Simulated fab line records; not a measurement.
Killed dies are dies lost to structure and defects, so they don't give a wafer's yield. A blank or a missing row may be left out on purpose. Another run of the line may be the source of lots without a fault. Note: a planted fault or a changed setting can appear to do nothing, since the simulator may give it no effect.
Comparing a struck lot with a sound one | flow sfqLine | 21 steps out of a route of 325
Sound: wafers L443.1, L443.2, L443.6. Wafers L453.2, L453.4, L453.6 were the ones struck. At the end, the cause is stated.
At each step with rows: each side's tool, then ch and its chambers, then its first start. Under that, the readings that differ: sound wafers | struck wafers | difference of the means | sigmas: that difference in standard deviations of wafers without a fault.
alike: readings with means less than 2 such deviations apart, plus words and numbers identical on both sides. not compared: withheld readings, readings lacking a value on some wafer, bounds such as >300 that could conceal the same value, and numbers that have no deviation in the record and whose values overlap.
Wherever a step has rows on one side only, a row that says differs or no value, or a row with sigmas, the two part there. When numbers do not overlap yet have no deviation, they are printed without sigmas and do not part them. Lack of a reading on every wafer of one side parts them only where that side has two or more wafers.

SFQ_I4_OVL_MEAS_928:
  struck on overlay-02, day 45 21:34; sound on overlay-02, day 39 23:28
  alike: I4_OVL
then, 1 step without rows for these wafers: SFQ_TRILAYER_I4_VIA_BARC_OPEN_VIA_ETCH_146 (etches BARC in O2, target depth 125 nm, time 41.7 s).
SFQ_TRILAYER_I4_VIA_ETCH_VIA_ETCH_106: etches SiO2 in CHF3, stops on Nb, target depth 260 nm.
  sound on rieDiel-04 ch 0,2, day 39 23:32; struck on rieDiel-01 ch 1,3, day 45 21:38
  alike: drypumpMotorCurrentA, oesProductAu, rfFwdPowerW
then, 4 steps without rows for these wafers: SFQ_TRILAYER_I4_VIA_STRIP_STRIP_107 (strips in O2); SFQ_TRILAYER_I4_VIA_STRIP_SOLV_CLEAN_108 (cleans in NMP, time 600 s); SFQ_TRILAYER_JJ_TRILAYER_DEP_PRE_CLEAN_113 (time 22.5 s); SFQ_TRILAYER_JJ_TRILAYER_DEP_SPUTTER_109 (material Nb, target thk 150 nm, time 100 s).
SFQ_TRILAYER_JJ_TRILAYER_DEP_SPUTTER_110: material Al, target thk 8 nm, time 10 s.
  struck on pvdSputter-04, day 45 22:37; sound on pvdSputter-04, day 40 00:32
  alike: throttleValvePct
then, 1 step without rows for these wafers: SFQ_TRILAYER_JJ_TRILAYER_DEP_AL_OXIDATION_111 (oxidation time 600 s).
SFQ_TRILAYER_JJ_TRILAYER_DEP_SPUTTER_112: material Nb, target thk 170 nm, time 113.3 s.
  struck on pvdSputter-04, day 45 23:39; sound on pvdSputter-04, day 40 01:33
  alike: throttleValvePct
SFQ_JJ_RS_MEAS_929: the measuring method here is four-point-probe.
  struck on filmMetro-02, day 45 23:45; sound on filmMetro-04, day 40 01:38
  alike: JJ_NB_RS
SFQ_TRILAYER_JJ_CE_LITHO_COAT_119: resist thk 62 nm.
  sound on lithoTrack-04 ch 0, day 40 01:49; struck on lithoTrack-04 ch 0, day 45 23:58
reading                                                | sound             | struck            | difference | sigmas
model.BARC_of_TRILAYER_JJ_CE_LITHO_COAT_119.thkNm (nm) | 61.81 61.95 62.09 | 66.51 66.47 66.71 | +4.61      | 
then, 5 steps without rows for these wafers: SFQ_TRILAYER_JJ_CE_LITHO_COAT_114 (resist thk 600 nm); SFQ_TRILAYER_JJ_CE_LITHO_SOFTBAKE_118; SFQ_TRILAYER_JJ_CE_LITHO_EXPOSE_115 (exposes mask J5, target cd 700 nm); SFQ_TRILAYER_JJ_CE_LITHO_PEB_117 (peb time 60 s); SFQ_TRILAYER_JJ_CE_LITHO_DEVELOP_116 (time 60 s).
-- the record jumps here: 4 days lie between the struck wafers' starts before and after --
SFQ_JJ_OVL_MEAS_931:
  struck on overlay-02, day 50 00:53; sound on overlay-02, day 42 17:34
  alike: J5_OVL
SFQ_TRILAYER_JJ_CE_METRO_MEASURE_117:
  struck on cdSem-02, day 50 01:07; sound on cdSem-01, day 42 17:36
  alike: cdNm
SFQ_TRILAYER_JJ_CE_BARC_OPEN_RIE_150: chemistry O2, target BARC, target depth 240 nm, time 80 s.
  sound on rieMetal-04 ch 0,1, day 42 18:48; struck on rieMetal-03 ch 0,1, day 50 02:07
reading                 | sound             | struck            | difference | sigmas
model.etch.depthNm (nm) | 61.81 61.95 62.09 | 66.51 66.47 66.71 | +4.61      | 
  alike: drypumpMotorCurrentA, oesProductAu, rfFwdPowerW
  not compared: rfHoursCounterH
SFQ_TRILAYER_JJ_CE_ETCH_RIE_118: chemistry SF6, target Nb, stops on Al2O3, time 97.7 s, target depth 170 nm.
  sound on rieMetal-04 ch 0,1, day 42 18:53; struck on rieMetal-03 ch 0,1, day 50 02:13
  alike: drypumpMotorCurrentA, oesProductAu, rfFwdPowerW
  not compared: rfHoursCounterH

WHERE THEY PART
Nowhere in this record.

WHY: what the simulator had put in
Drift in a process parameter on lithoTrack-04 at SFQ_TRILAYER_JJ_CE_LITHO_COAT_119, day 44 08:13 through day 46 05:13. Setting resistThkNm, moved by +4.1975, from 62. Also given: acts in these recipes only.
